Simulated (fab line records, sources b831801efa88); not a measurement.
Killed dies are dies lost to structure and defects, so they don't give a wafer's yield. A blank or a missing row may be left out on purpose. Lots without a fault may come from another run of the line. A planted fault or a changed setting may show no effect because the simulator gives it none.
fab line records | flow gf180mcu
record lots=14 wafers=42 last_day=35
route steps=602 shown MVSD@76 HV_LDD@194 PSD@255 CONTACT@309
lots that met no fault: from a run of the same line without faults
start_h: hours from the record's first day to the start of the lot's first wafer shown | wait_h: hours since the lot's step before | " the same as in the row above | L1.1+2: a row that stands for several wafers | - no value, or no start given | * or withheld: withheld | < > ~ a bound
route shown NAME@n: a module of which the file shows steps, and the number in the route of the first | usual: mean/standard deviation of fault-free wafers | same: alike in all rows | chamber/n: place in a boat | sites: the reading at each site | _std_site: their standard deviation | _edge_site: outer sites' mean less inner sites' | radius_mm: how far each site lies from the wafer's centre | mask NAME#n: copy n | behind: the tool/chamber that last shaped the wafer | hold: why the lot was held/for how many hours/how that ended | device: the transistor (n, p or np) that didn't switch | end of line: the same wafers' tests at the end of the route | a step without rows: its recipe alone | killed: dies lost to structure and defects at the first sort, not the wafer's yield | map: a wafer's dies, x killed, . not, _ none there
set.NAME: the setting as run; set.NAME@STEP: as run at that earlier step | model.NAME: the simulator's own value behind a step, which no gauge read
steps of the route over a sample of lots; a table a step, a row a wafer
services: from which hour (start_h, from the record's first day; less than 0 if before it) a tool's chamber was out of use, for how many hours, and why
## steps
# step GF_MVSD_STRIP_10
# recipe chemistry=O2/N2 power_w=1400 pressure_mtorr=1500 platen_temp_c=250 o2_flow_sccm=3000 n2_flow_sccm=300 overash_fraction=0.5
# usual chamber_pressure_mTorr=1499.8/1.3 drypump_motor_current_A=5.59/0.29 heater_power_w=347/26 o2_flow_sccm=2999/8.3 oes_product_au=0.723/0.0039 strip_time_to_endpoint_s=37.00/0.12
# columns lot.wafer tool chamber start_h wait_h chamber_pressure_mTorr drypump_motor_current_A heater_power_w o2_flow_sccm oes_product_au rf_hours_counter_h strip_time_to_endpoint_s
L904.2 plasma_asher-01 1 84.75 0.1 1501.5 5.73 348 2993 0.726 40 36.97
L904.4 " 1 " " 1501.5 5.73 345 2989 0.722 - 36.97
L904.6 " 0 " " 1499.8 5.88 303 3000 0.724 - 36.94
L905.1 plasma_asher-04 1 94.70 0.1 1501.2 5.55 387 3005 0.726 29 37.06
L905.4 " 0 " " 1499.4 5.10 355 3001 0.729 - 37.21
L905.6 " 1 " " 1498.2 5.57 388 2995 0.717 - 37.18
L909.1 plasma_asher-04 1 115.30 0.1 1501.5 5.64 390 2986 0.724 30 37.09
L909.2 " 0 " " 1501.5 5.09 361 2999 0.719 30 37.12
L909.4 " 0 " " 1501.0 5.07 354 2995 0.721 - 37.02
L911.1 plasma_asher-02 1 133.59 0.1 1499.8 5.86 332 2995 0.728 2 36.91
L911.3 " 0 " " 1498.6 5.55 336 2999 0.719 - 36.96
L911.6 " 1 " " 1501.4 5.91 317 2990 0.727 - 36.98
L912.1 plasma_asher-04 1 133.93 0.1 1499.2 5.62 391 3004 0.720 32 37.13
L912.5 " 0 " " 1499.5 5.08 353 2981 0.724 - 36.99
L912.6 " 1 " " 1497.3 5.67 382 3004 0.720 - 37.16
L913.4 plasma_asher-02 0 135.73 0.1 1499.2 5.55 326 2994 0.721 - 36.96
L913.5 " 1 " " 1499.4 5.89 332 2986 0.724 - 37.05
L913.6 " 0 " " 1498.8 5.56 322 3007 0.729 - 36.84
L914.2 plasma_asher-04 1 139.70 0.1 1500.4 5.58 394 2987 0.720 33 37.08
L914.4 " 1 " " 1501.4 5.54 383 3002 0.722 - 37.18
L914.6 " 1 " " 1500.3 5.57 384 2989 0.724 - 37.15
L915.1 plasma_asher-01 1 147.05 0.1 1498.9 5.72 346 2991 0.729 48 36.90
L915.3 " 1 " " 1500.1 5.71 353 2994 0.722 - 36.97
L915.6 " 0 " " 1500.0 5.89 316 3008 0.720 - 36.80
L921.1 plasma_asher-04 1 181.75 0.1 1498.8 5.61 385 2992 0.717 36 37.00
L921.2 " 0 " " 1500.5 5.09 354 3004 0.721 36 37.02
L921.6 " 0 " " 1499.4 5.09 352 3013 0.719 - 36.91
L922.2 plasma_asher-04 1 189.05 0.1 1499.2 5.59 386 3010 0.720 37 37.01
L922.3 " 0 " " 1501.2 5.10 364 3000 0.727 - 37.13
L922.4 " 1 " " 1499.5 5.60 378 2996 0.725 - 37.02
L924.1 plasma_asher-01 1 203.20 0.1 1499.2 5.75 350 3005 0.717 53 37.05
L924.5 " 1 " " 1500.4 5.75 350 3013 0.722 - 36.99
L924.6 " 0 " " 1502.8 5.89 295 3013 0.715 - 37.05
L925.3 plasma_asher-01 0 207.18 0.1 1498.9 5.90 316 2990 0.728 - 37.04
L925.5 " 0 " " 1497.2 5.91 320 2983 0.723 - 36.98
L925.6 " 1 " " 1500.2 5.71 351 2999 0.719 - 37.10
L926.3 plasma_asher-02 1 216.23 0.1 1500.1 5.90 319 3015 0.721 - 37.04
L926.4 " 0 " " 1498.8 5.58 329 3015 0.719 - 37.05
L926.6 " 0 " " 1497.1 5.57 322 2998 0.725 - 37.07
L927.2 plasma_asher-01 0 222.85 0.1 1498.9 5.89 304 2999 0.722 56 37.10
L927.3 " 1 " " 1499.3 5.75 351 2996 0.726 - 37.18
L927.6 " 0 " " 1500.3 5.90 306 2994 0.722 - 37.10
# step GF_HV_LDD_DEVELOP_18
# recipe develop_time_s=60 dev_temp_c=23
# usual chill_plate_temp_C=22.99/0.13 develop_time_s=60/0
# columns lot.wafer tool chamber start_h wait_h chill_plate_temp_C develop_time_s
L904.2 litho_track-04 0 237.46 0.1 22.98 60
L904.4 " 0 " " 22.99 60
L904.6 " 0 " " 22.98 60
L905.1 litho_track-02 0 253.31 0.1 23.01 60
L905.4 " 0 " " 22.96 60
L905.6 " 0 " " 22.85 60
L909.1 litho_track-04 0 281.59 0.1 23.01 60
L909.2 " 0 " " 23.16 60
L909.4 " 0 " " 22.92 60
L911.1 litho_track-02 0 307.91 0.1 22.97 60
L911.3 " 0 " " 22.78 60
L911.6 " 0 " " 22.91 60
L912.1 litho_track-03 0 309.16 0.1 23.04 60
L912.5 " 0 " " 23.09 60
L912.6 " 0 " " 22.96 60
L913.4 litho_track-02 0 311.23 0.1 23.07 60
L913.5 " 0 " " 23.01 60
L913.6 " 0 " " 22.99 60
L914.2 litho_track-02 0 311.48 0.1 22.94 60
L914.4 " 0 " " 22.98 60
L914.6 " 0 " " 22.90 60
L915.1 litho_track-03 0 319.56 0.1 22.72 60
L915.3 " 0 " " 22.83 60
L915.6 " 0 " " 22.82 60
L921.1 litho_track-03 - 366.51 0.1 - -
L921.2 " - " " - -
L921.6 " - " " - -
L922.2 litho_track-02 - 383.88 0.1 - -
L922.3 " - " " - -
L922.4 " - " " - -
L924.1 litho_track-04 0 397.74 0.1 23.10 60
L924.5 " 0 " " 23.10 60
L924.6 " 0 " " 23.08 60
L925.3 litho_track-03 0 407.71 0.1 22.93 60
L925.5 " 0 " " 22.91 60
L925.6 " 0 " " 22.83 60
L926.3 litho_track-02 0 412.81 0.1 22.88 60
L926.4 " 0 " " 23.07 60
L926.6 " 0 " " 23.06 60
L927.2 litho_track-03 0 421.14 0.1 22.98 60
L927.3 " 0 " " 23.15 60
L927.6 " 0 " " 22.94 60
# step GF_PSD_CD_MEAS_07
# recipe target_cd_nm=400
# usual cd_nm=400.3/2.4
# columns lot.wafer tool chamber start_h wait_h cd_nm
L904.2 cd_sem-01 - 321.68 0.1 402.1
L904.4 " - " " 401.9
L904.6 " - " " 401.4
L905.1 cd_sem-02 - 340.71 0.1 403.2
L905.4 " - " " 403.5
L905.6 " - " " 405.7
L909.1 cd_sem-02 - 370.76 0.1 399.7
L909.2 " - " " 397.9
L909.4 " - " " 397.4
L911.1 cd_sem-02 - 406.11 0.1 395.4
L911.3 " - " " 397.6
L911.6 " - " " 395.7
L912.1 cd_sem-01 - 406.25 0.1 396.2
L912.5 " - " " 395.5
L912.6 " - " " 395.4
L914.2 cd_sem-01 - 409.72 0.1 397.3
L914.4 " - " " 398.8
L914.6 " - " " 396.9
L913.4 cd_sem-01 - 411.42 0.1 396.4
L913.5 " - " " 397.9
L913.6 " - " " 398.7
L915.1 cd_sem-02 - 417.01 0.1 398.8
L915.3 " - " " 399.7
L915.6 " - " " 400.4
L924.1 cd_sem-01 - 498.81 0.1 400.1
L924.5 " - " " 398.9
L924.6 " - " " 400.4
L925.3 cd_sem-01 - 510.35 0.1 398.5
L925.5 " - " " 399.8
L925.6 " - " " 400.1
L926.3 cd_sem-02 - 514.94 0.1 400.5
L926.4 " - " " 402.9
L926.6 " - " " 401.5
L927.2 cd_sem-01 - 522.22 0.1 402.5
L927.3 " - " " 401.7
L927.6 " - " " 401.5
# step GF_CONTACT_SPUTTER_22
# recipe material=Ti target_thk_nm=15 chamber_pressure_pa=5 power_w=2500 substrate_temp_c=200 time_s=80.02
# usual throttle_valve_pct=30.0/0.8
# same time_s=80.02
# columns lot.wafer tool chamber start_h wait_h throttle_valve_pct
L904.2 pvd_sputter-04 - 367.98 0.0 30.6
L904.4 " - " " 30.9
L904.6 " - " " 30.6
L905.1 pvd_sputter-02 - 390.00 0.0 30.1
L905.4 " - " " 29.7
L905.6 " - " " 31.7
L909.1 pvd_sputter-04 - 421.40 0.0 29.5
L909.2 " - " " 30.9
L909.4 " - " " 30.5
L911.1 pvd_sputter-04 - 458.20 0.0 30.7
L911.3 " - " " 29.0
L911.6 " - " " 28.9
L912.1 pvd_sputter-02 - 458.53 0.0 29.8
L912.5 " - " " 29.6
L912.6 " - " " 30.1
L914.2 pvd_sputter-02 - 461.63 0.0 31.7
L914.4 " - " " 30.3
L914.6 " - " " 29.9
L913.4 pvd_sputter-04 - 463.85 0.0 28.8
L913.5 " - " " 31.0
L913.6 " - " " 30.2
L915.1 pvd_sputter-02 - 468.95 0.0 32.0
L915.3 " - " " 29.6
L915.6 " - " " 31.4
L924.1 pvd_sputter-04 - 547.97 0.0 29.0
L924.5 " - " " 29.6
L924.6 " - " " 31.0
L925.3 pvd_sputter-04 - 558.42 0.0 28.9
L925.5 " - " " 28.9
L925.6 " - " " 30.4
L926.3 pvd_sputter-01 - 563.92 0.0 29.0
L926.4 " - " " 29.4
L926.6 " - " " 29.4
L927.2 pvd_sputter-02 - 570.18 0.0 30.3
L927.3 " - " " 31.5
L927.6 " - " " 30.1
## services
# columns tool chamber start_h hours kind
pvd_sputter-02 - 81.74 5.9 repair
pvd_sputter-02 - 82.14 0.7 repair
pvd_sputter-02 - 97.20 4.2 repair
plasma_asher-04 - 108.13 2.8 pm
plasma_asher-02 - 108.75 9.0 pm
plasma_asher-04 - 111.17 0.9 repair
plasma_asher-04 - 140.11 7.9 repair
pvd_sputter-04 - 150.53 0.6 repair
pvd_sputter-02 - 189.71 2.0 repair
plasma_asher-02 - 193.91 14.6 pm
plasma_asher-04 - 207.02 4.6 repair
plasma_asher-02 - 217.11 12.2 repair
plasma_asher-04 - 246.62 1.5 repair
plasma_asher-04 - 288.04 3.2 repair
pvd_sputter-02 - 403.23 2.4 repair
plasma_asher-01 - 414.76 14.6 pm
plasma_asher-01 - 429.36 9.0 pm
plasma_asher-01 - 433.02 1.7 repair
plasma_asher-01 - 538.05 7.1 repair
pvd_sputter-02 - 538.43 3.1 repair
plasma_asher-04 - 539.74 4.3 pm
pvd_sputter-02 - 540.88 0.7 repair
plasma_asher-04 - 544.45 4.0 pm
pvd_sputter-02 - 547.45 12.8 repair
## key
first_sign step=GF_HV_LDD_DEVELOP_18 reading=tool_record direction=missing
effect none on later readings
met_at GF_HV_LDD_DEVELOP_18
struck_lots L921,L922
later_rows_left_out L921.1,L921.2,L921.6,L922.2,L922.3,L922.4
sort_left_out L921.1,L921.2,L921.6,L922.2,L922.3,L922.4
tester_left_out L921,L922
not_acting_at GF_MVSD_STRIP_10,GF_PSD_CD_MEAS_07,GF_CONTACT_SPUTTER_22
onset_between 319.56 366.51
fault kind=skipped_step_whole tool=litho_track-02,litho_track-03 chamber=- onset_h=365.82 steps=GF_HV_LDD_DEVELOP_18 scope=struck_lots_only
# tester_left_out: of these lots the tester's yield and bins aren't shown, on N5 and GAA mostly nor the transistor test; their killed dies are dies lost to structure and defects alone, not to doping, threshold or leakage, so they don't give the yield
# sort_left_out: the simulated sort isn't trusted on such a fault, so these wafers' sort isn't shown, and their yield isn't known
# later_rows_left_out: the simulator's readings of these wafers behind a module that went badly wrong aren't trusted and aren't shown, but for the sort
